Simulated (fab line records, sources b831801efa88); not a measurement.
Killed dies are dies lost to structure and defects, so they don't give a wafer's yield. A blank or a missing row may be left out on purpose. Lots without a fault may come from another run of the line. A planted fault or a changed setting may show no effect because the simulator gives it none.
Which tool did it? | flow gf180mcu | 14 lots, 42 wafers sampled, at 4 steps of a route of 602

WHAT THE GAUGES READ, wafer by wafer
GF_POLY_GATE_THK_MEAS_01.
lot  | measured     | on            | POLY_GATE_CVD_00_THK (nm)
L557 | day 8 11:24  | film_metro-04 | 199.7 201.5 200.3
L558 | day 8 18:04  | film_metro-04 | 198.7 199.1 198.4
L559 | day 9 00:59  | film_metro-02 | 200.5 199.1 200.0
L560 | day 9 14:46  | film_metro-02 | 199.9 201.4 199.1
L563 | day 10 12:15 | film_metro-04 | 198.4 199.3 198.2
L564 | day 10 19:10 | film_metro-02 | 198.8 199.1 199.0
L565 | day 10 19:10 | film_metro-01 | 200.9 202.0 203.0
L566 | day 11 06:56 | film_metro-01 | 198.7 198.1 197.9
L567 | day 12 03:04 | film_metro-04 | 201.7 201.3 202.4
L573 | day 13 05:59 | film_metro-04 | 198.7 198.5 198.3
L575 | day 13 12:29 | film_metro-01 | 196.8 196.9 198.8
L576 | day 13 16:17 | film_metro-04 | 200.8 201.3 201.0
L577 | day 13 18:57 | film_metro-01 | 200.6 198.7 199.7
L578 | day 14 06:48 | film_metro-01 | 201.7 202.2 202.5

GF_HV_LDD_CD_MEAS_07: target cd 400 nm.
lot  | measured     | on        | cd_nm (nm)
L557 | day 10 03:06 | cd_sem-02 | 398.6 398.0 399.5
L558 | day 10 11:44 | cd_sem-02 | 400.8 400.5 400.8
L559 | day 10 13:45 | cd_sem-02 | 399.6 397.8 399.0
L560 | day 11 04:37 | cd_sem-01 | 402.0 403.4 403.7
L563 | day 12 02:32 | cd_sem-01 | 395.1 396.9 398.4
L564 | day 13 00:39 | cd_sem-01 | 401.7 403.2 401.2
L565 | day 13 00:46 | cd_sem-02 | 402.1 401.4 402.7
L566 | day 13 00:21 | cd_sem-02 | 403.5 402.5 404.3
L567 | day 13 17:15 | cd_sem-02 | 400.7 398.7 399.9
L573 | day 15 00:26 | cd_sem-01 | 197.4 198.9 197.3 197.3 199.0 197.4
L575 | day 15 09:07 | cd_sem-01 | 191.0 191.7 191.5 191.3 191.5 191.9
L576 | day 15 15:37 | cd_sem-01 | 399.1 399.6 401.7
L577 | day 15 15:54 | cd_sem-02 | 399.0 397.2 398.1
L578 | day 16 03:29 | cd_sem-02 | 400.2 399.2 400.1

WHICH TOOL RAN EACH LOT (tool, then ch and the chambers of the sampled wafers, then the start)
lot  | GF_VT_IMPLANT_RTA_45             | GF_HV_LDD_DEVELOP_06
L557 | rtp_anneal-01 ch 0, day 7 12:36  | litho_track-01 ch 0, day 10 02:57
L558 | rtp_anneal-02 ch 0, day 7 19:45  | litho_track-03 ch 0, day 10 11:35
L559 | rtp_anneal-02 ch 0, day 7 23:41  | litho_track-02 ch 0, day 10 13:36
L560 | rtp_anneal-02 ch 0, day 8 12:26  | litho_track-02 ch 0, day 11 04:28
L563 | rtp_anneal-02 ch 0, day 9 05:59  | litho_track-03 ch 0, day 12 02:23
L564 | rtp_anneal-01 ch 0, day 9 12:28  | litho_track-02 ch 0, day 13 00:30
L565 | rtp_anneal-02 ch 0, day 9 16:55  | litho_track-01 ch 0, day 13 00:37
L566 | rtp_anneal-02 ch 0, day 9 22:27  | litho_track-02 ch 0, day 13 00:12
L567 | rtp_anneal-02 ch 0, day 10 08:01 | litho_track-02 ch 0, day 13 17:06
L573 | rtp_anneal-02 ch 0, day 11 20:14 | litho_track-02 ch 0, day 15 00:18
L575 | rtp_anneal-01 ch 0, day 12 07:04 | litho_track-02 ch 0, day 15 08:58
L576 | rtp_anneal-02 ch 0, day 12 15:07 | litho_track-01 ch 0, day 15 15:28
L577 | rtp_anneal-01 ch 0, day 12 18:34 | litho_track-01 ch 0, day 15 15:45
L578 | rtp_anneal-02 ch 0, day 13 04:55 | litho_track-03 ch 0, day 16 03:22
- GF_VT_IMPLANT_RTA_45: time 30 s.
- GF_HV_LDD_DEVELOP_06: develop time 60 s.

WHAT THE TOOLS THEMSELVES READ (means of the sampled wafers that have a number; where no wafer has one, the mark that the record gives instead)
GF_VT_IMPLANT_RTA_45.
lot  | tool          | lamp_power_pct (%) | wafer_temp_C_max
L557 | rtp_anneal-01 | 29.4               | 1057.0
L558 | rtp_anneal-02 | 26.3               | 1057.0
L559 | rtp_anneal-02 | 26.3               | 1057.2
L560 | rtp_anneal-02 | 26.3               | 1056.7
L563 | rtp_anneal-02 | 26.3               | 1056.7
L564 | rtp_anneal-01 | 29.4               | 1057.0
L565 | rtp_anneal-02 | 26.3               | 1057.0
L566 | rtp_anneal-02 | 26.3               | 1057.5
L567 | rtp_anneal-02 | 26.3               | 1057.9
L573 | rtp_anneal-02 | 26.3               | 1056.9
L575 | rtp_anneal-01 | 29.4               | 1054.7
L576 | rtp_anneal-02 | 26.3               | 1056.3
L577 | rtp_anneal-01 | 29.4               | 1055.4
L578 | rtp_anneal-02 | 26.4               | 1058.1

GF_HV_LDD_DEVELOP_06.
lot  | tool           | developer_temp_C (C)
L557 | litho_track-01 | 23.10
L558 | litho_track-03 | 23.05
L559 | litho_track-02 | 22.95
L560 | litho_track-02 | 22.96
L563 | litho_track-03 | 22.96
L564 | litho_track-02 | 23.00
L565 | litho_track-01 | 22.84
L566 | litho_track-02 | 23.06
L567 | litho_track-02 | 22.87
L573 | litho_track-02 | 23.11
L575 | litho_track-02 | 23.07
L576 | litho_track-01 | 23.08
L577 | litho_track-01 | 23.01
L578 | litho_track-03 | 23.00

THE ANSWER, worked out from the rows above alone
Rule: what is usual is taken from the lots themselves. Put in order of their means at a reading, lots are off if they are a third of the lots or fewer, leave a main group of 4 or more, and stand apart from it by a gap of 3 or more times the standard deviation of the main group's means; of several such gaps the widest counts. A main group whose means are all the same, to the digits that the tables above print for the reading, isn't used. A lot without any number at a reading at which 4 lots or more have one is off too. The other lots that the step has rows for count as sound. The gauges are gone through in route order, then the tools' own readings, and for those a lot's mean is taken as printed above. The first step at which some lot is off is used, and at that step the reading that is off furthest; a lot without a number counts as furthest.
Off: L573, L575, at GF_HV_LDD_CD_MEAS_07 (cd_nm). The main group: mean 400.3 nm, standard deviation 2.
A tool fits if, at a process step before that reading, it ran every lot that is off, and no sound lot after the first of them. The gauges at GF_HV_LDD_CD_MEAS_07 are tried like those tools. One fits: litho_track-02 at GF_HV_LDD_DEVELOP_06. Its last sound lot is L567 (day 13 17:06), its first lot that is off L573 (day 15 00:18): a fault that began between those two fits.

WHAT THE SIMULATOR HAD PUT IN
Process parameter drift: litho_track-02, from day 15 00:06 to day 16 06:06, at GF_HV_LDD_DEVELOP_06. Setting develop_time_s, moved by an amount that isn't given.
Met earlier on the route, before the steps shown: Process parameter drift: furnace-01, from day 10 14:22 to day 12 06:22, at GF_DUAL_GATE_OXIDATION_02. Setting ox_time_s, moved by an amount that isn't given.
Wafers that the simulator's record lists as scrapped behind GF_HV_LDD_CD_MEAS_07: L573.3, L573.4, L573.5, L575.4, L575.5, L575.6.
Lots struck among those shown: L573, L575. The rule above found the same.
